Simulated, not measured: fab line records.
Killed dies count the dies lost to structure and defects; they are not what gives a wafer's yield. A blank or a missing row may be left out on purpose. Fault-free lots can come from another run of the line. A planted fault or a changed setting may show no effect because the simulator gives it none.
A lot that was struck, set against a sound lot :: flow sky130 :: 21 out of 708 route steps
Sound: the wafers L215.4, L215.5, L215.6. Wafers L224.2, L224.6 were the ones struck. At the end, the cause is stated.
Each step with rows lists, per side, the tool, then ch with its chambers, then its first start. Under that, the readings that differ: sound wafers :: struck wafers :: difference of the means :: sigmas: that difference in standard deviations of wafers without a fault.
alike: readings with means less than 2 such deviations apart, plus words and numbers identical on both sides. not compared: withheld readings, readings lacking a value on some wafer, bounds such as >300 that could conceal the same value, and numbers that have no deviation in the record and whose values overlap.
A row with sigmas, a row that says differs or no value, or rows on one side alone: a step with any of these is where the two part. Numbers that don't overlap but have no deviation are shown without sigmas and don't part them. Lack of a reading on every wafer of one side parts them only where that side has two or more wafers.

SKY_METAL1_SPUTTER_00: material Ti, target thk 15 nm, time 10 s.
  sound: pvd sputter-01 at day 36 02:22; struck: pvd sputter-04 at day 38 12:20
  alike: throttle valve pct
then, 1 step without rows for these wafers: SKY_METAL1_SPUTTER_01 (material TiN, target thk 20 nm, time 16.7 s).
SKY_METAL1_SPUTTER_02: material AlCu, target thk 250 nm, time 13.3 s.
  sound: pvd sputter-01 at day 36 02:25; struck: pvd sputter-04 at day 38 12:22
  alike: throttle valve pct
SKY_METAL1_SPUTTER_03: material Ti, target thk 5 nm, time 3.3 s.
  sound: pvd sputter-01 at day 36 02:26; struck: pvd sputter-04 at day 38 12:24
  alike: throttle valve pct
then, 1 step without rows for these wafers: SKY_METAL1_SPUTTER_04 (material TiN, target thk 70 nm, time 58.3 s).
SKY_METAL1_RS_MEAS_05: a four-point-probe measurement.
  sound: film metro-03 at day 36 02:34; struck: film metro-04 at day 38 12:29
reading: METAL1_ALCU_RS (ohm/sq)
sound: 0.1287 0.1299 0.1283
struck: 0.1267 0.1246
difference: -0.0033
sigmas: -2
SKY_METAL1_THK_MEAS_06: measures by xrf.
  sound: film metro-03 at day 36 02:39; struck: film metro-04 at day 38 12:36
reading: METAL1_ALCU_THK (nm)
sound: 249 248 250
struck: 253 259
difference: +7
sigmas: +2
then, 5 steps without rows for these wafers: SKY_METAL1_DEHYDRATE_07 (time 60 s); SKY_METAL1_HMDS_08 (prime time 60 s); SKY_METAL1_COAT_09 (resist thk 60 nm); SKY_METAL1_COAT_10 (resist thk 450 nm); SKY_METAL1_SOFTBAKE_11 (time 90 s).
SKY_METAL1_EXPOSE_12: exposes mask MM1, target cd 140 nm.
  sound on krf scanner-01 ch 0, day 36 16:10; struck on krf scanner-02 ch 0, day 39 01:20
reading: focus offset nm (nm)
sound: -1.3 -0.9 -1.2
struck: -0.7 0.6
difference: +1.1
sigmas: +2
  alike: mask
then, 2 steps without rows for these wafers: SKY_METAL1_PEB_13; SKY_METAL1_DEVELOP_14 (develop time 60 s).
SKY_METAL1_CD_MEAS_15 targets a cd of 140 nm.
  sound: cd sem-01 at day 37 04:26; struck: cd sem-02 at day 39 13:40
reading: cd nm (nm)
sound: 139.3 138.8 137.3
struck: 99.8 99.2
difference: -39.0
sigmas: -32
  not compared: hold
SKY_METAL1_OVL_MEAS_16:
  sound: overlay-01 at day 37 04:30; struck: overlay-02 at day 39 17:29
reading: hold
sound: - - -
struck: await dispo/3.7h/release await dispo/3.7h/release
difference: no value on the sound wafers
sigmas: 
  alike: METAL1_OVL
SKY_METAL1_DESCUM_17: chemistry O2, time 8 s.
  sound on rie metal-02 ch 1, day 37 04:33; struck on rie metal-03 ch 0,1, day 39 17:31
reading: model.METAL1.cd nm (nm)
sound: 139.6 139.4 138.3
struck: 99.57 99.33
difference: -39.65
sigmas: 
  alike: drypump motor current A, oes product au
  not compared: rf hours counter h
SKY_METAL1_ETCH_18: etches BARC in N2/H2, stops on SiO2, time 45.9 s, target depth 60 nm.
  sound on rie metal-02 ch 1, day 37 04:39; struck on rie metal-03 ch 0,1, day 39 17:32
  alike: drypump motor current A, oes product au, throttle valve pct
  not compared: rf hours counter h
SKY_METAL1_METAL_ETCH_19: etches the open film in Cl2/BCl3, stops on SiO2, target depth 360 nm, time 78 s.
  sound on rie metal-02 ch 1, day 37 04:48; struck on rie metal-03 ch 0,1, day 39 17:36
reading: model.METAL1.cd nm (nm)
sound: 139.5 139.9 139
struck: 98.54 98.41
difference: -40.99
sigmas: 
  alike: drypump motor current A, oes product au, throttle valve pct
  not compared: rf hours counter h
SKY_METAL1_STRIP_20: strips in O2/N2.
  sound on plasma asher-02 ch 0,1, day 37 04:56; struck on plasma asher-01 ch 0,1, day 39 17:41
  alike: drypump motor current A, oes product au, strip time to endpoint s
  not compared: rf hours counter h

== WHERE THEY PART ==
Earliest at SKY_METAL1_RS_MEAS_05; latest, in this record, at SKY_METAL1_OVL_MEAS_16. Later steps at which nothing parts them and some readings are alike: SKY_METAL1_DESCUM_17, SKY_METAL1_ETCH_18, SKY_METAL1_METAL_ETCH_19, SKY_METAL1_STRIP_20.

WHY: the cause the simulator had injected
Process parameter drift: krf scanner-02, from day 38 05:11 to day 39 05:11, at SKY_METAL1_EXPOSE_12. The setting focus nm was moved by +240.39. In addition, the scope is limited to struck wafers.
